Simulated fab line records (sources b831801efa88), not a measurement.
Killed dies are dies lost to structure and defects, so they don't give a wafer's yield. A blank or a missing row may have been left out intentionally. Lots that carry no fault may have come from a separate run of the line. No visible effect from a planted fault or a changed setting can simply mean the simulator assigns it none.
What tool caused it? + flow sky130 + Sampling: 6 lots, 18 wafers, 3 of 708 route steps

WHAT EACH GAUGE READ, for each wafer
SKY_VT_ADJUST_LVTN_TW_MEAS_10.
| lot  | measured     | on           | VT_ADJUST_LVTN_TW |
|------|--------------|--------------|-------------------|
| L388 | day 7 10:45  | filmMetro-04 | 239.0 239.5 239.4 |
| L390 | day 8 05:26  | filmMetro-04 | 239.2 240.6 240.1 |
| L393 | day 9 02:45  | filmMetro-01 | 239.7 239.2 238.7 |
| L397 | day 9 20:11  | filmMetro-01 | 29.6 29.7 29.5    |
| L405 | day 12 05:03 | filmMetro-04 | 239.9 241.0 238.1 |
| L407 | day 12 20:17 | filmMetro-03 | 237.8 237.5 238.5 |

EACH LOT AND THE TOOL THAT RAN IT (in order: tool; ch and the chambers of the sampled wafers; start)
| lot  | SKY_VT_ADJUST_HVTP_STRIP_10         | SKY_VT_ADJUST_LVTN_STRIP_09         |
|------|-------------------------------------|-------------------------------------|
| L388 | plasmaAsher-02 ch 0,1, day 6 15:25  | plasmaAsher-02 ch 0,1, day 7 10:38  |
| L390 | plasmaAsher-02 ch 0,1, day 7 09:46  | plasmaAsher-01 ch 0,1, day 8 05:20  |
| L393 | plasmaAsher-02 ch 0, day 8 05:07    | plasmaAsher-03 ch 0,1, day 9 02:38  |
| L397 | plasmaAsher-02 ch 1, day 8 22:04    | plasmaAsher-01 ch 0,1, day 9 20:05  |
| L405 | plasmaAsher-02 ch 0,1, day 11 05:29 | plasmaAsher-02 ch 0,1, day 12 04:58 |
| L407 | plasmaAsher-01 ch 0,1, day 11 19:58 | plasmaAsher-02 ch 0,1, day 12 20:11 |
- SKY_VT_ADJUST_HVTP_STRIP_10: strips in O2/N2.
- SKY_VT_ADJUST_LVTN_STRIP_09: strips in O2/N2.

THE ANSWER, worked out from the rows above alone
Rule: the lots themselves supply what counts as usual. Put in order of their means at a reading, lots are off if they are a third of the lots or fewer, leave a main group of 4 or more, and stand apart from it by a gap of 3 or more times the standard deviation of the main group's means; of several such gaps the widest counts. A main group whose means are all the same, to the digits that the tables above print for the reading, isn't used. Also off: a lot with no number at a reading for which 4 or more lots have one. The other lots that the step has rows for count as sound.
Off: at SKY_VT_ADJUST_LVTN_TW_MEAS_10 (VT_ADJUST_LVTN_TW), L397. For the main group the mean is 239.2 and the standard deviation 0.7.
If a tool, at a process step before that reading, ran all the lots that are off and no sound lot after the first of them, it fits. Those tools and the gauges at SKY_VT_ADJUST_LVTN_TW_MEAS_10 are tried in the same way. 2 tools fit, plasmaAsher-01 at SKY_VT_ADJUST_LVTN_STRIP_09 and filmMetro-01 at SKY_VT_ADJUST_LVTN_TW_MEAS_10, so this cannot tell which one it is.

WHAT THE SIMULATOR HAD PUT IN
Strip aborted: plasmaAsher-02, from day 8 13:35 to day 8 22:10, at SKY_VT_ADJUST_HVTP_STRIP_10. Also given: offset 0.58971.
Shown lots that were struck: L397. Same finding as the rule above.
